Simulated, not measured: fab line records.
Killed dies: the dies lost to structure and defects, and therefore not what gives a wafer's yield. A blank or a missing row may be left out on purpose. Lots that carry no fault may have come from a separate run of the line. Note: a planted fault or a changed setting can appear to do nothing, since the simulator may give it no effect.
fab line records | flow gf180mcu
record: lots: 15 wafers: 45 last_day: 34
route steps=602 shown M4@457 MIM@505
lots with no fault: from the same line, run without faults
start_h: hours from the record's opening day to when the first of the lot's shown wafers began | wait_h: hours since the lot's step before | " unchanged from the row above | L1.1+2: a single row standing in for several wafers | - no value present, or no start provided | * or withheld: withheld | < > ~ a bound
route shown NAME@n: a module of which the file shows steps, and the number in the route of the first | usual: average and standard deviation across the fault-free wafers | same: alike in all rows | chamber/n: place in a boat | sites: each site's reading | _std_site: standard deviation of those values | _edge_site: outer sites' mean less inner sites' | radius_mm: how far each site lies from the wafer's centre | mask NAME#n: copy n | behind: the tool/chamber that last shaped the wafer | hold: what put the lot on hold/how long, in hours/how the hold closed | device: which transistor (n, p or np) failed to switch | end of line: tests run on the same wafers once the route is complete | a step with no rows: only its recipe | killed: count of dies lost to structure and defects at first sort (not the wafer's yield) | map: a wafer's dies, x killed, . not, _ none there
set.NAME: the setting as run; set.NAME@STEP: as run at that earlier step | model.NAME: the simulator's own value behind a step, which no gauge read
steps of the route over a sample of lots; a table a step, a row a wafer
services: a tool's chamber out of use, with start hour (start_h, from the record's first day; less than 0 if before it), hours out, and reason
== steps ==
step: GF_M4_SPUTTER_01
recipe: material: TiN target_thk_nm: 30 power_w: 6500 time_s: 25 chamber_pressure_pa: 0.4
usual: cathode_dc_power_W: 6500.0/1.2 chamber_pressure_pa: 0.4001/0.00082 throttle_valve_pct: 29.5/0.98
columns lot.wafer tool chamber start_h wait_h cathode_dc_power_W chamber_pressure_pa throttle_valve_pct
L632.2 pvd_sputter-01 - 512.28 0.1 6499.2 0.4003 28.1
L632.5 " - " " 6504.2 0.4005 30.0
L632.6 " - " " 6499.3 0.3984 28.9
L633.1 pvd_sputter-04 - 522.30 0.1 6497.5 0.4007 31.3
L633.3 " - " " 6499.8 0.4007 30.1
L633.5 " - " " 6500.4 0.4009 28.4
L634.2 pvd_sputter-01 - 528.70 0.1 6500.7 0.3995 29.1
L634.5 " - " " 6502.0 0.4006 28.4
L634.6 " - " " 6498.9 0.4006 30.2
L636.2 pvd_sputter-04 - 548.80 0.1 6502.4 0.4002 30.0
L636.3 " - " " 6500.2 0.4015 29.1
L636.5 " - " " 6499.9 0.4008 28.3
L637.1 pvd_sputter-03 - 560.39 0.1 6498.2 0.4009 28.7
L637.2 " - " " 6498.5 0.4015 28.6
L637.5 " - " " 6499.3 0.3998 28.8
L638.2 pvd_sputter-04 - 566.95 0.1 6499.1 0.3998 28.4
L638.5 " - " " 6499.3 0.4008 30.2
L638.6 " - " " 6501.4 0.3998 28.4
L639.1 pvd_sputter-01 - 573.93 0.1 6499.7 0.4007 28.3
L639.2 " - " " 6498.2 0.3987 30.5
L639.6 " - " " 6498.8 0.3998 30.0
L640.1 pvd_sputter-04 - 580.11 0.1 6499.1 0.4011 28.0
L640.2 " - " " 6500.4 0.3995 29.3
L640.5 " - " " 6499.1 0.4011 28.2
L643.2 pvd_sputter-03 - 607.73 0.1 6500.8 0.4004 29.1
L643.3 " - " " 6496.9 0.4004 30.2
L643.5 " - " " 6499.5 0.3992 30.6
L644.1 pvd_sputter-01 - 613.13 0.1 6500.0 0.3999 30.1
L644.3 " - " " 6499.8 0.3995 30.7
L644.6 " - " " 6499.5 0.4010 30.0
L645.1 pvd_sputter-01 - 619.56 0.1 6500.5 0.4009 30.5
L645.3 " - " " 6498.8 0.4003 28.1
L645.6 " - " " 6501.0 0.4025 30.1
L646.1 pvd_sputter-01 - 628.09 0.1 6500.4 0.3993 28.9
L646.2 " - " " 6500.0 0.4002 30.4
L646.3 " - " " 6499.7 0.3998 30.1
L653.1 pvd_sputter-03 - 679.41 0.1 6501.4 0.3995 30.8
L653.3 " - " " 6499.2 0.3999 29.2
L653.4 " - " " 6499.4 0.3993 28.5
L654.1 pvd_sputter-04 - 683.81 0.1 6499.7 0.4002 30.0
L654.2 " - " " 6499.1 0.3998 29.4
L654.4 " - " " 6499.3 0.4008 30.1
L655.3 pvd_sputter-01 - 690.27 0.1 6499.2 0.3998 28.7
L655.4 " - " " 6497.9 0.4014 29.8
L655.6 " - " " 6500.3 0.3986 29.0
step: GF_M4_CD_MEAS_14
recipe: target_cd_nm: 280
usual: cd_nm: 279.7/1.1
columns lot.wafer tool chamber start_h wait_h cd_nm
L632.2 cd_sem-02 - 535.58 0.1 278.9
L632.5 " - " " 278.1
L632.6 " - " " 278.0
L633.1 cd_sem-02 - 544.55 0.1 280.1
L633.3 " - " " 281.0
L633.5 " - " " 279.6
L634.2 cd_sem-02 - 551.52 0.1 278.3
L634.5 " - " " 280.5
L634.6 " - " " 281.0
L636.2 cd_sem-02 - 570.92 0.1 280.0
L636.3 " - " " 279.0
L636.5 " - " " 279.7
L637.1 cd_sem-02 - 582.05 0.1 279.9
L637.2 " - " " 281.1
L637.5 " - " " 280.6
L638.2 cd_sem-01 - 588.32 0.1 280.5
L638.5 " - " " 280.0
L638.6 " - " " 280.5
L639.1 cd_sem-02 - 595.58 0.2 280.6
L639.2 " - " " 280.2
L639.6 " - " " 280.2
L640.1 cd_sem-02 - 601.50 0.1 279.4
L640.2 " - " " 278.3
L640.5 " - " " 279.0
L643.2 cd_sem-01 - 627.77 0.1 280.7
L643.3 " - " " 279.9
L643.5 " - " " 278.5
L644.1 cd_sem-02 - 634.16 0.1 280.9
L644.3 " - " " 281.2
L644.6 " - " " 280.4
L645.1 cd_sem-02 - 640.21 0.1 282.0
L645.3 " - " " 282.6
L645.6 " - " " 281.4
L646.1 cd_sem-02 - 648.40 0.1 280.5
L646.2 " - " " 280.3
L646.3 " - " " 279.7
L653.1 cd_sem-01 - 697.51 0.1 278.8
L653.3 " - " " 278.0
L653.4 " - " " 278.7
L654.1 cd_sem-02 - 702.92 0.1 278.4
L654.2 " - " " 279.5
L654.4 " - " " 277.8
L655.3 cd_sem-01 - 708.44 0.1 279.8
L655.4 " - " " 280.1
L655.6 " - " " 280.6
step: GF_MIM_SPUTTER_02
recipe: material: AlCu target_thk_nm: 450 power_w: 10600 time_s: 23.9 chamber_pressure_pa: 0.4
usual: cathode_dc_power_W: 10600/2 chamber_pressure_pa: 0.4000/0.00087 throttle_valve_pct: 29.8/1.4
columns lot.wafer tool chamber start_h wait_h cathode_dc_power_W chamber_pressure_pa throttle_valve_pct
L632.2 pvd_sputter-02 - 560.75 0.0 10601 0.4000 31.7
L632.5 " - " " 10604 0.4024 33.4
L632.6 " - " " 10603 0.4000 31.7
L633.1 pvd_sputter-01 - 569.61 0.0 10604 0.3987 29.3
L633.3 " - " " 10601 0.4004 28.2
L633.5 " - " " 10601 0.3983 30.0
L634.2 pvd_sputter-03 - 577.24 0.0 10601 0.3983 28.5
L634.5 " - " " 10604 0.3990 28.6
L634.6 " - " " 10597 0.4003 30.6
L636.2 pvd_sputter-01 - 595.61 0.0 10605 0.4000 28.9
L636.3 " - " " 10603 0.3998 29.9
L636.5 " - " " 10600 0.3995 30.0
L637.1 pvd_sputter-01 - 605.91 0.0 10602 0.3990 29.1
L637.2 " - " " 10600 0.3998 30.2
L637.5 " - " " 10603 0.3998 29.2
L638.2 pvd_sputter-03 - 612.46 0.0 10601 0.3996 28.7
L638.5 " - " " 10600 0.4009 29.0
L638.6 " - " " 10601 0.3991 29.0
L639.1 pvd_sputter-03 - 619.75 0.0 10600 0.3989 29.4
L639.2 " - " " 10600 0.3971 30.6
L639.6 " - " " 10604 0.3992 28.8
L640.1 pvd_sputter-03 - 625.34 0.0 10600 0.3999 30.4
L640.2 " - " " 10601 0.4001 29.0
L640.5 " - " " 10599 0.3999 28.7
L643.2 pvd_sputter-01 - 650.95 0.0 - - -
L643.3 " - " " - - -
L643.5 " - " " - - -
L644.1 pvd_sputter-03 - 656.81 0.0 - - -
L644.3 " - " " - - -
L644.6 " - " " - - -
L645.1 pvd_sputter-03 - 663.61 0.0 - - -
L645.3 " - " " - - -
L645.6 " - " " - - -
L646.1 pvd_sputter-02 - 670.54 0.0 10599 0.3996 33.4
L646.2 " - " " 10598 0.3984 28.6
L646.3 " - " " 10599 0.3997 32.0
L653.1 pvd_sputter-02 - 718.80 0.0 10602 0.3995 33.3
L653.3 " - " " 10602 0.4017 31.2
L653.4 " - " " 10600 0.4011 32.0
L654.1 pvd_sputter-03 - 724.12 0.0 10602 0.4004 29.3
L654.2 " - " " 10602 0.3997 28.9
L654.4 " - " " 10599 0.3994 28.7
L655.3 pvd_sputter-02 - 729.91 0.0 10601 0.4003 33.1
L655.4 " - " " 10603 0.3993 31.9
L655.6 " - " " 10601 0.4004 28.5
step: GF_MIM_STRIP_20
recipe: chemistry: O2/N2 power_w: 1400 pressure_mtorr: 1500 platen_temp_c: 250 o2_flow_sccm: 3000 n2_flow_sccm: 300 overash_fraction: 0.5
usual: drypump_motor_current_A: 5.7/0.41 heater_power_w: 340/34 oes_product_au: 0.691/0.0053 strip_time_to_endpoint_s: 11.22/0.042
columns lot.wafer tool chamber start_h wait_h drypump_motor_current_A heater_power_w oes_product_au rf_hours_counter_h strip_time_to_endpoint_s
L632.2 plasma_asher-03 0 582.18 0.0 5.3 397 0.688 50 11.21
L632.5 " 1 " " 5.7 368 0.686 - 11.24
L632.6 " 0 " " 5.3 388 0.687 - 11.20
L633.1 plasma_asher-02 0 591.98 0.0 6.1 310 0.693 17 11.21
L633.3 " 1 " " 5.6 325 0.700 - 11.19
L633.5 " 0 " " 6.0 317 0.692 - 11.22
L634.2 plasma_asher-04 0 599.07 0.0 6.5 318 0.694 101 11.26
L634.5 " 1 " " 5.3 295 0.690 - 11.25
L634.6 " 0 " " 6.5 326 0.698 - 11.25
L636.2 plasma_asher-03 0 616.12 0.0 5.3 400 0.684 54 11.15
L636.3 " 1 " " 5.7 374 0.685 - 11.12
L636.5 " 1 " " 5.7 370 0.682 - 11.19
L637.1 plasma_asher-04 0 626.77 0.0 6.5 328 0.697 104 11.27
L637.2 " 1 " " 5.3 303 0.700 104 11.27
L637.5 " 1 " " 5.3 304 0.701 - 11.30
L638.2 plasma_asher-02 1 632.68 0.0 5.6 321 0.694 21 11.21
L638.5 " 1 " " 5.5 331 0.693 - 11.25
L638.6 " 0 " " 6.1 317 0.683 - 11.17
L639.1 plasma_asher-04 1 640.27 0.0 5.2 296 0.682 105 11.21
L639.2 " 0 " " 6.5 327 0.687 105 11.15
L639.6 " 0 " " 6.5 320 0.689 - 11.23
L640.1 plasma_asher-03 0 646.28 0.0 5.3 392 0.700 57 11.20
L640.2 " 1 " " 5.7 366 0.682 57 11.27
L640.5 " 0 " " 5.3 391 0.693 - 11.20
L643.2 plasma_asher-02 0 670.83 0.0 6.0 313 0.698 25 11.26
L643.3 " 0 " " 6.0 311 0.690 - 11.23
L643.5 " 0 " " 6.1 303 0.696 - 11.23
L644.1 plasma_asher-04 1 675.63 0.0 5.3 301 0.678 109 11.22
L644.3 " 1 " " 5.2 299 0.693 - 11.19
L644.6 " 0 " " 6.5 325 0.688 - 11.15
L645.1 plasma_asher-02 0 683.17 0.0 6.1 309 0.695 26 11.28
L645.3 " 1 " " 5.6 340 0.697 - 11.24
L645.6 " 1 " " 5.6 332 0.693 - 11.24
L646.1 plasma_asher-02 0 690.00 0.1 6.1 310 0.697 27 11.24
L646.2 " 1 " " 5.6 334 0.692 27 11.22
L646.3 " 0 " " 6.1 310 0.694 - 11.21
L653.1 plasma_asher-02 0 735.63 0.0 6.0 315 0.689 33 11.13
L653.3 " 0 " " 6.1 306 0.682 - 11.11
L653.4 " 1 " " 5.6 331 0.686 - 11.11
L654.1 plasma_asher-03 1 741.23 0.0 5.7 374 0.691 68 11.21
L654.2 " 0 " " 5.3 394 0.689 68 11.22
L654.4 " 0 " " 5.3 397 0.696 - 11.18
L655.3 plasma_asher-03 1 747.00 0.1 5.7 367 0.688 - 11.19
L655.4 " 0 " " 5.3 393 0.694 - 11.24
L655.6 " 1 " " 5.7 370 0.691 - 11.17
== services ==
columns tool chamber start_h hours kind
pvd_sputter-02 - 537.92 3.6 repair
plasma_asher-04 - 572.04 1.2 repair
plasma_asher-03 - 589.12 0.8 repair
plasma_asher-03 - 628.80 9.9 pm
plasma_asher-04 - 656.84 2.3 repair
plasma_asher-04 - 658.31 0.5 repair
pvd_sputter-02 - 716.08 0.7 repair
plasma_asher-04 - 724.71 0.5 repair
plasma_asher-04 - 733.75 9.0 pm
plasma_asher-04 0 733.75 9.0 vent_cycle
plasma_asher-04 1 733.75 9.0 vent_cycle
plasma_asher-04 0 742.75 - clean
plasma_asher-04 1 742.75 - clean
== key ==
first_sign: step: GF_MIM_SPUTTER_02 reading: tool_record direction: missing
effect none on later readings
met_at GF_MIM_SPUTTER_02
struck_lots L643,L644,L645
later_rows_left_out L643.2,L643.3,L643.5,L644.1,L644.3,L644.6,L645.1,L645.3,L645.6
sort_left_out L643.2,L643.3,L643.5,L644.1,L644.3,L644.6,L645.1,L645.3,L645.6
not_acting_at GF_M4_SPUTTER_01,GF_M4_CD_MEAS_14,GF_MIM_STRIP_20
onset_between 625.34 650.95
fault: kind: skipped_step_whole tool: pvd_sputter-01,pvd_sputter-03 chamber: - onset_h: 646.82 steps: GF_MIM_SPUTTER_02 scope: struck_lots_only
sort_left_out: the simulated sort isn't trusted on such a fault, so these wafers' sort isn't shown, and their yield isn't known
later_rows_left_out: the simulator's readings of these wafers behind a module that went badly wrong aren't trusted and aren't shown, but for the sort
